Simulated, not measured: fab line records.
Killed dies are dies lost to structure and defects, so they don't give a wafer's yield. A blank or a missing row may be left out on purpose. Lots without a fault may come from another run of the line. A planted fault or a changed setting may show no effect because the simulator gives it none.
Which tool did it?    flow sky130    33 wafers from 11 lots sampled at 6 of the route's 708 steps

## WHAT THE GAUGES SHOWED, per wafer
SKY_SPACER_THK_MEAS_01. Usual: SPACER_CVD_00_THK 43.4 nm, standard deviation 0.44.
lot   measured      on             SPACER_CVD_00_THK (nm)         flag
L583  day 22 20:26  film-metro-03  43.6 43.8 43.2                 
L587  day 23 23:50  film-metro-03  43.1 42.6 43.3                 
L586  day 24 01:02  film-metro-02  43.7 43.2 43.6                 
L588  day 24 15:58  film-metro-01  43.1 42.8 42.7                 
L589  day 25 04:39  film-metro-03  43.3 43.9 43.5                 
L592  day 26 04:08  film-metro-03  43.2 43.1 43.1                 
L595  day 27 05:21  film-metro-02  25.7 25.6 25.5 25.7 25.6 25.5  OFF
L596  day 27 12:35  film-metro-03  25.9 26.8 26.4 25.9 26.8 26.5  OFF
L597  day 28 02:58  film-metro-01  26.9 27.3 27.2 26.9 27.3 27.1  OFF
L605  day 30 11:46  film-metro-03  43.1 43.2 43.2                 
L606  day 30 14:58  film-metro-03  43.7 43.3 43.5                 

SKY_SD_N_OVL_MEAS_08. Usual: SD_N_OVL 0.9 nm, standard deviation 1.3.
lot   measured      on          SD_N_OVL (nm)   flag
L583  day 27 17:37  overlay-01  2.1 0.4 3.6     
L587  day 28 20:50  overlay-01  2.3 0.5 2.7     
L586  day 28 21:58  overlay-02  -0.1 0.8 0.4    
L588  day 29 10:34  overlay-01  0.2 0.8 0.4     
L589  day 29 23:52  overlay-01  0.7 2.8 3.2     
L592  day 30 20:55  overlay-01  -0.8 -0.6 -0.8  
L595  day 31 19:23  overlay-01  1.5 2.3 -1.7    
L596  day 32 04:47  overlay-02  1.9 0.7 1.5     
L597  day 32 18:38  overlay-02  0.7 1.4 1.9     
L605  day 34 23:07  overlay-01  -1.9 -0.3 0.6   
L606  day 35 01:46  overlay-01  0.3 3.1 -0.2    

SKY_CONTACT_THK_MEAS_01. Usual: CONTACT_CVD_00_THK 75.3 nm, standard deviation 1.
lot   measured      on             CONTACT_CVD_00_THK (nm)  flag
L583  day 30 05:22  film-metro-02  75.4 76.4 77.1           
L587  day 31 09:03  film-metro-02  73.5 74.6 74.8           
L586  day 31 09:42  film-metro-04  74.1 75.7 75.1           
L588  day 31 21:05  film-metro-03  73.8 74.6 75.6           
L589  day 32 09:04  film-metro-04  76.7 76.5 76.6           
L592  day 33 07:19  film-metro-02  75.1 74.7 75.5           
L595  day 34 04:52  film-metro-03  74.4 75.1 75.7           
L596  day 34 13:56  film-metro-03  75.5 77.5 76.0           
L597  day 35 02:44  film-metro-02  74.4 76.3 75.8           
L605  day 37 08:04  film-metro-02  76.1 76.4 76.2           
L606  day 37 10:14  film-metro-04  74.3 74.3 74.9           

## WHAT TOOL EACH LOT RAN ON (gives the tool, then ch and the chambers of the sampled wafers, and finally the start)
lot   SKY_SPACER_CVD_00            SKY_SPACER_ETCHBACK_02              SKY_LI_CONTACT_CMP_24
L583  lpcvd-02 ch 0, day 22 19:14  rie-diel-03 ch 1,2, day 22 20:30    cmp-02 ch 2,3, day 29 00:45
L587  lpcvd-02 ch 0, day 23 22:37  rie-diel-04 ch 0,1, day 23 23:53    cmp-02 ch 0,1,3, day 30 03:19
L586  lpcvd-02 ch 0, day 23 23:50  rie-diel-03 ch 2,3, day 24 01:05    cmp-01 ch 0,1,3, day 30 04:50
L588  lpcvd-02 ch 0, day 24 14:46  rie-diel-04 ch 0,1,2, day 24 16:01  cmp-01 ch 1,2, day 30 16:20
L589  lpcvd-02 ch 0, day 25 03:26  rie-diel-02 ch 0,1,3, day 25 04:43  cmp-02 ch 0,2,3, day 31 05:25
L592  lpcvd-02 ch 0, day 26 02:56  rie-diel-03 ch 1,2, day 26 04:12    cmp-02 ch 0,2,3, day 32 02:08
L595  lpcvd-02 ch 1, day 27 04:08  rie-diel-03 ch 0,2,3, day 27 07:08  cmp-01 ch 0,1,3, day 33 01:27
L596  lpcvd-02 ch 1, day 27 11:23  rie-diel-02 ch 1,2, day 27 16:33    cmp-02 ch 0,3, day 33 10:04
L597  lpcvd-02 ch 0, day 28 01:46  rie-diel-02 ch 0,3, day 28 05:43    cmp-02 ch 0,1,2, day 33 22:49
L605  lpcvd-02 ch 0, day 30 10:32  rie-diel-04 ch 0,1,3, day 30 11:48  cmp-02 ch 2,3, day 36 04:08
L606  lpcvd-02 ch 1, day 30 13:46  rie-diel-03 ch 0,1,2, day 30 15:01  cmp-01 ch 1,2,3, day 36 06:49
- SKY_SPACER_CVD_00: deposits Si3N4 from DCS/NH3, target thk 43.1 nm, time 740 s.
- SKY_SPACER_ETCHBACK_02: etches Si3N4 in CH3F/O2, stops on SiO2, time 46.7 s, target depth 45 nm.
- SKY_LI_CONTACT_CMP_24: polishes, stops on PSG, t overpolish 20 s, target thk 0 nm.

## AS READ BY THE TOOLS THEMSELVES (means over the sampled wafers that have a number; for cases with no such wafer, the mark the record gives instead)
SKY_SPACER_ETCHBACK_02. Usual: ch3f-flow-sccm 40.02 sccm, standard deviation 0.12; drypump-motor-current-A 5.9 A, standard deviation 0.43; oes-product-au 0.858 a.u., standard deviation 0.0068; throttle-valve-pct 10.563 %, standard deviation 0.0089.
lot   tool         ch3f-flow-sccm (sccm)  drypump-motor-current-A (A)  oes-product-au (a.u.)  throttle-valve-pct (%)  flag
L583  rie-diel-03  40.08                  5.9                          0.857                  10.556                  
L587  rie-diel-04  40.13                  6.2                          0.852                  10.565                  
L586  rie-diel-03  39.98                  5.7                          0.861                  10.563                  
L588  rie-diel-04  40.01                  5.9                          0.851                  10.563                  
L589  rie-diel-02  39.99                  6.1                          0.855                  10.570                  
L592  rie-diel-03  40.09                  5.7                          0.853                  10.556                  
L595  rie-diel-03  40.08                  5.4                          0.657                  10.532                  OFF
L596  rie-diel-02  40.02                  6.4                          0.668                  10.527                  OFF
L597  rie-diel-02  39.96                  6.2                          0.678                  10.553                  OFF
L605  rie-diel-04  40.02                  6.1                          0.857                  10.556                  
L606  rie-diel-03  40.25                  5.6                          0.861                  10.555                  

SKY_LI_CONTACT_CMP_24. Usual: motor-current-A 11.7 A, standard deviation 1.2; overpolish-run-s 19.998 s, standard deviation 0.0093; platen-rpm 60.00 rpm, standard deviation 0.04; slurry-flow-ml-min 150.0, standard deviation 0.44; time-to-endpoint-s 97 s, standard deviation 3.
lot   tool    motor-current-A (A)  overpolish-run-s (s)  platen-rpm (rpm)  slurry-flow-ml-min  time-to-endpoint-s (s)  flag
L583  cmp-02  12.6                 19.994                59.99             150.0               95                      
L587  cmp-02  11.9                 19.992                59.98             150.0               96                      
L586  cmp-01  10.8                 19.992                60.02             150.0               99                      
L588  cmp-01  11.2                 19.996                60.02             149.4               97                      
L589  cmp-02  12.5                 20.003                60.04             149.6               95                      
L592  cmp-02  12.4                 20.004                60.02             150.1               94                      
L595  cmp-01  10.9                 19.999                59.97             150.3               98                      
L596  cmp-02  11.7                 20.002                60.01             149.6               95                      
L597  cmp-02  12.3                 19.997                60.00             149.7               97                      
L605  cmp-02  13.2                 19.995                59.97             149.9               99                      
L606  cmp-01  10.8                 19.999                59.99             150.3               98                      

## THE ANSWER, worked out from the rows above alone
Rule: a lot is off if the mean of its wafers that have a number lies more than 3 standard deviations from the usual mean. A lot without any number at a reading at which 4 lots or more have one is off too. All remaining lots with rows at the step are treated as sound. After the gauges, taken in route order, come the tools' own readings; for these a lot's mean is taken, as printed above. The first step at which some lot is off is used, and at that step the reading that is off furthest; a lot without a number counts as furthest.
Off: L595, L596, L597, at SKY_SPACER_THK_MEAS_01 (SPACER_CVD_00_THK).
If a tool, at a process step before that reading, ran all the lots that are off and no sound lot after the first of them, it fits. Not tried: the gauges at SKY_SPACER_THK_MEAS_01; whatever is off there is also off at SKY_SPACER_ETCHBACK_02, on other tools, and gauge error can't account for it. No candidate that was tried fits.

## WHAT THE SIMULATOR PUT IN
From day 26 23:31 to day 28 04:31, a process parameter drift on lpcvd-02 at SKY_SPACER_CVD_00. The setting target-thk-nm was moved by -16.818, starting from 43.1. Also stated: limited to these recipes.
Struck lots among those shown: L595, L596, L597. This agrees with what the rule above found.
